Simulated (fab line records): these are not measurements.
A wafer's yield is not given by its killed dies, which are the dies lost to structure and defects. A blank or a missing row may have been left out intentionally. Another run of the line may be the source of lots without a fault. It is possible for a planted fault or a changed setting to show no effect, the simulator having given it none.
Struck lot and sound lot, side by side | flow sky130 | 28 out of 708 route steps
Sound: these wafers, L892.3, L892.5, L892.6. Wafers struck: L899.2, L899.3, L899.6. At the end, the cause is stated.
Per side, at each step with rows, come the tool, then ch with its chambers, and then its first start. Under that, the readings that differ: sound wafers | struck wafers | difference of the means | sigmas: that difference in standard deviations of wafers without a fault.
alike: words and numbers the same on both sides, and readings whose means are apart by under 2 such deviations; not compared: readings that were withheld, readings missing a value for some wafer, numbers with overlapping values and no deviation given by the record, and bounds like >300 which may hide the same value.
A row with sigmas, a row that says differs or no value, or rows on one side alone: a step with any of these is where the two part. Non-overlapping numbers with no deviation appear without sigmas and do not part them. A reading missing from all wafers of one side parts the sides only when that side holds two or more wafers.

SKY_SD_P_OVL_MEAS_08:
  struck on overlay-01, day 32 02:07; sound on overlay-01, day 29 18:58
  alike: SD_P_OVL
then, 1 step without rows for these wafers: SKY_SD_P_IMPLANT_09.
SKY_SD_P_STRIP_10: strips in O2/N2.
  sound on plasma asher-03 ch 0,1, day 29 19:11; struck on plasma asher-03 ch 0,1, day 32 02:22
  alike: chamber pressure mTorr, drypump motor current A, oes product au, strip time to endpoint s
  not compared: rf hours counter h
SKY_SD_P_TW_MEAS_11:
  struck on film metro-04, day 32 02:28; sound on film metro-02, day 29 19:16
  alike: SD_P_TW
then, 8 steps without rows for these wafers: SKY_RES_XHIGH_DEHYDRATE_00 (time 60 s); SKY_RES_XHIGH_HMDS_01 (prime time 60 s); SKY_RES_XHIGH_COAT_02 (resist thk 1140 nm); SKY_RES_XHIGH_SOFTBAKE_03 (time 60 s); SKY_RES_XHIGH_EXPOSE_04 (exposes mask URPM, target cd 1270 nm); SKY_RES_XHIGH_PEB_05; SKY_RES_XHIGH_DEVELOP_06 (develop time 60 s); SKY_RES_XHIGH_IMPLANT_07.
SKY_RES_XHIGH_STRIP_08: strips in O2/N2.
  sound on plasma asher-03 ch 0,1, day 30 23:01; struck on plasma asher-03 ch 0, day 33 05:04
  no value came back on the struck wafers for chamber pressure mTorr (mTorr), drypump motor current A (A), oes product au (a.u.), strip time to endpoint s (s); on the sound wafers chamber pressure mTorr (mTorr) reads 1502.8 1502.1 1501.3
  reading                                        | sound | struck         | difference | sigmas
  model.NOVOLAK_of_RES_XHIGH_COAT_02.thk nm (nm) | 0 0 0 | 1148 1148 1148 | +1148      |
  not compared: rf hours counter h
SKY_RES_XHIGH_TW_MEAS_09:
  struck on film metro-03, day 33 05:11; sound on film metro-04, day 30 23:06
  reading      | sound          | struck         | difference | sigmas
  RES_XHIGH_TW | 1624 1619 1617 | 1645 1645 1651 | +27        | +2
then, 7 steps without rows for these wafers: SKY_SD_N_DEHYDRATE_00 (time 60 s); SKY_SD_N_HMDS_01 (prime time 60 s); SKY_SD_N_COAT_02 (resist thk 1140 nm); SKY_SD_N_SOFTBAKE_03 (time 60 s); SKY_SD_N_EXPOSE_04 (exposes mask NSDM, target cd 380 nm); SKY_SD_N_PEB_05; SKY_SD_N_DEVELOP_06 (develop time 60 s).
SKY_SD_N_CD_MEAS_07: target cd 380 nm.
  struck on cd sem-02, day 34 06:40; sound on cd sem-01, day 32 01:55
  alike: cd nm
SKY_SD_N_OVL_MEAS_08:
  struck on overlay-01, day 34 06:46; sound on overlay-02, day 32 02:01
  alike: SD_N_OVL
then, 2 steps without rows for these wafers: SKY_SD_N_IMPLANT_09; SKY_SD_N_IMPLANT_10.
SKY_SD_N_STRIP_11: strips in O2/N2.
  sound on plasma asher-02 ch 0,1, day 32 02:22; struck on plasma asher-02 ch 0,1, day 34 07:05
  reading                      | sound             | struck            | difference | sigmas
  oes product au (a.u.)        | 0.534 0.527 0.532 | 0.623 0.615 0.614 | +0.086     | +18
  strip time to endpoint s (s) | 22.60 22.56 22.60 | 39.56 39.61 39.60 | +17.00     | +99 or more
  alike: chamber pressure mTorr, drypump motor current A
  not compared: rf hours counter h
SKY_SD_N_TW_MEAS_12:
  struck on film metro-03, day 34 07:12; sound on film metro-02, day 32 02:27
  reading | sound          | struck   | difference | sigmas
  SD_N_TW | 3960 3975 3954 | 30 30 30 | -3933      | -99 or more
then, 1 step without rows for these wafers: SKY_SD_N_CLEAN_13 (cleans in SC1/SC2, time 150 s).

WHERE THEY PART
First at SKY_RES_XHIGH_STRIP_08; last, within this record, at SKY_SD_N_TW_MEAS_12.

WHY: what the simulator had put in
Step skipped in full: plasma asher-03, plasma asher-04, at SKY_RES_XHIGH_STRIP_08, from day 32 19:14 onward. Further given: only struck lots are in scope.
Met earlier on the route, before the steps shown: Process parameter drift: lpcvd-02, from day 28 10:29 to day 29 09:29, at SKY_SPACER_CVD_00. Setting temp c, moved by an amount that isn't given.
